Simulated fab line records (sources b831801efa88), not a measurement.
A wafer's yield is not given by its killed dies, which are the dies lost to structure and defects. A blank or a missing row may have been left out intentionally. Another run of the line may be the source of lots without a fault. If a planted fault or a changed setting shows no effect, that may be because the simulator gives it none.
8D (eight disciplines) problem report, filled in by code || flow sky130 || the parts of the form that need people (team, actions taken, sign-off) are left out

## 1. THE ISSUE
Across 2 wafers from 2 lots, CONTACT_HDPCVD_THK at SKY_CONTACT_THK_MEAS_03 averages 509 nm, while fault-free wafers read 570 nm with a standard deviation of 7.3. Relative to the usual mean, that is a shift of -8.4 standard deviations.
First observed at day 33 09:55: wafer L831.2, on film-metro-01. The record has a number at this step for 36 wafers belonging to 12 lots. Rule for "out" (also "out of limits"): further than 4 standard deviations from the usual mean. The other wafers with a number count as sound.

## 2. WHAT IT IS AND WHAT IT IS NOT
{"question": "which readings at this step", "is": "CONTACT_HDPCVD_THK", "is not": "-"}
{"question": "which lots", "is": "L831, L833", "is not": "L823, L825, L827, L835, L836, L841, L842, L843, L844, L845"}
{"question": "which wafers of those lots", "is": "L831.2, L833.3", "is not": "L831.1, L831.5, L833.2, L833.5"}
{"question": "read on which gauges", "is": "film-metro-01", "is not": "film-metro-02, film-metro-04"}
{"question": "when", "is": "from day 33 09:55", "is not": "up to then (11 sound wafers); but 23 sound wafers of L833, L835, L836, L841, L842, L843, L844, L845 came after"}

## 3. THE SUSPECTS, EACH WITH WHAT RULES IT OUT
Counting: if a tool at a process step up to the reading ran every lot that is out, it stays a suspect. Sound lots after the first of them don't rule it out here, since some wafers of a struck lot are sound.
- the gauge at SKY_CONTACT_THK_MEAS_03 is ruled out. All the wafers that are out were read on film-metro-01, but those of them that SKY_CONTACT_HDPCVD_02 has rows for are out there too, on other tools.
- hdpcvd-02 at SKY_CONTACT_HDPCVD_02 (deposits SiO2, target thk 565 nm, time 94.2 s): kept. It processed each lot that is out (first: L831, day 33 09:50); up to then, its last sound lot is L827 (day 32 12:50). Its own run-length-s readings are out on those wafers.
- In hdpcvd-02 at SKY_CONTACT_HDPCVD_02, the wafers that are out were processed in chamber 1 and their sound lot-mates in chambers 0, 2.
Left after counting: hdpcvd-02 at SKY_CONTACT_HDPCVD_02.

## 4. THE CAUSE (what the simulator had put in)
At SKY_CONTACT_HDPCVD_02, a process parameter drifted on hdpcvd-02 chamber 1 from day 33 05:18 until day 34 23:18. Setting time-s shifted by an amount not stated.
After counting, this tool was the only one left.

## 5. SEQUENCE OF EFFECTS, ordered by route
One row per reading whose mean, taken over the struck wafers that have a number, lies over 3 standard deviations from the usual. Readings are gone through only where the record gives a usual standard deviation; hours: the median, over the lots, of the time from a lot's start at the first step in this table giving one to that lot's start at this step; sigmas: the change measured in usual standard deviations.
{"hours": 0, "step": "SKY_CONTACT_HDPCVD_02", "reading": "run-length-s", "usual": "122.2 s", "on struck wafers": 111.2, "change": -11.0, "sigmas": -20}
{"hours": 0, "step": "SKY_CONTACT_THK_MEAS_03", "reading": "CONTACT_HDPCVD_THK", "usual": "570 nm", "on struck wafers": 509, "change": -61, "sigmas": -8.4}
{"hours": 0, "step": "SKY_CONTACT_CMP_04", "reading": "time-to-endpoint-s", "usual": "85 s", "on struck wafers": 62, "change": -23, "sigmas": -5.3}
The process steps in it:
- SKY_CONTACT_HDPCVD_02: deposits SiO2, target thk 565 nm, time 94.2 s.
- SKY_CONTACT_CMP_04: polishes SiO2.

## 6. WHAT WOULD HAVE CAUGHT IT SOONER
In this record the first reading out of limits at a measuring or inspecting step was taken at day 33 09:55, 5 hours after the fault began at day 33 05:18.
Tool's own readings at SKY_CONTACT_HDPCVD_02, run-length-s: out on all struck wafers the step has rows for; an alarm limit on them would have tripped on the first.
L833, from the lots that are out (2), started SKY_CONTACT_HDPCVD_02 on hdpcvd-02 later than day 33 09:55. Had the tool been put on hold then, it would have been spared.
